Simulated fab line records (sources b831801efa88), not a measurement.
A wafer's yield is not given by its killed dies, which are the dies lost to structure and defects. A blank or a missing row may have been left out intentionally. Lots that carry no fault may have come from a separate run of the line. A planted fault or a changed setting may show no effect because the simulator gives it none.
Chamber matching -- flow sky130 -- SKY_POLY_GATE_ETCH_15 on rieDiel-01: 4 sister chambers
The step etches BARC in N2/H2, stops on SiO2, time 118.5 s, target depth 110 nm. 22 wafers are shown with their chamber, then 11 later ones without.

## WAFERS PAIRED WITH THEIR CHAMBERS
wafer,chamber,drypumpMotorCurrentA (A),rfFwdPowerW (W),throttleValvePct (%)
L074.1,0,6.3,498.3,13.216
L074.2,1,5.3,498.9,13.201
L074.3,3,5.9,499.0,13.228
L076.1,3,6.0,500.3,13.214
L076.5,2,4.8,494.7,13.218
L076.6,3,5.9,496.7,13.222
L080.3,0,6.3,499.2,13.206
L080.5,2,4.7,496.4,13.216
L080.6,1,5.2,497.3,13.225
L083.1,3,6.0,499.1,13.207
L083.2,1,5.2,496.8,13.201
L083.5,2,4.7,497.7,13.226
L085.1,3,5.9,500.1,13.219
L085.2,2,4.8,499.3,13.210
L085.3,0,6.3,497.0,13.208
L089.2,0,6.3,500.2,13.199
L089.3,3,5.9,499.4,13.226
L089.5,1,5.2,497.9,13.225
L090.1,0,6.3,494.2,13.225
L090.3,3,5.9,500.6,13.222
L090.4,1,5.2,496.8,13.214
L092.3,1,5.2,499.7,13.196

SIGNATURES, as means of the wafers listed above
reading,chamber 0,chamber 1,chamber 2,chamber 3,scatter within a chamber
drypumpMotorCurrentA,6.300,5.217,4.750,5.929,0.0426
rfFwdPowerW,497.780,497.900,497.025,499.314,1.67
throttleValvePct,13.21080,13.21033,13.21750,13.21971,0.00962
Rule: a wafer lies at a distance from a chamber equal to the root of the sum of squares, over the readings, of (its reading less the chamber's mean, divided by the reading's scatter). The wafer belongs to the nearest chamber; if the next one is less than 2 further off, it can't be placed. The scatter: the root of (the sum of the squares of (reading less its chamber's mean) over the shown wafers, divided by (wafers less chambers)).

## WAFERS WITHOUT THEIR CHAMBER
wafer,drypumpMotorCurrentA (A),rfFwdPowerW (W),throttleValvePct (%)
L092.4,6.3,500.0,13.215
L092.6,5.2,498.3,13.214
L093.1,5.9,500.0,13.216
L093.2,6.3,501.1,13.201
L093.3,5.2,498.6,13.216
L094.1,5.2,500.4,13.207
L094.2,6.0,499.5,13.218
L094.3,6.3,497.2,13.210
L096.1,6.3,500.6,13.216
L096.3,6.0,499.1,13.204
L096.4,4.8,499.0,13.199

## THE CHAMBER EACH PASSED THROUGH
wafer,from the rows above,in truth
L092.4,0,0
L092.6,1,1
L093.1,3,3
L093.2,0,0
L093.3,1,1
L094.1,1,1
L094.2,3,3
L094.3,0,0
L096.1,0,0
L096.3,3,3
L096.4,2,2
Placed correctly: 11 of 11. Number that these rows cannot place: 0. Number placed wrongly: 0.
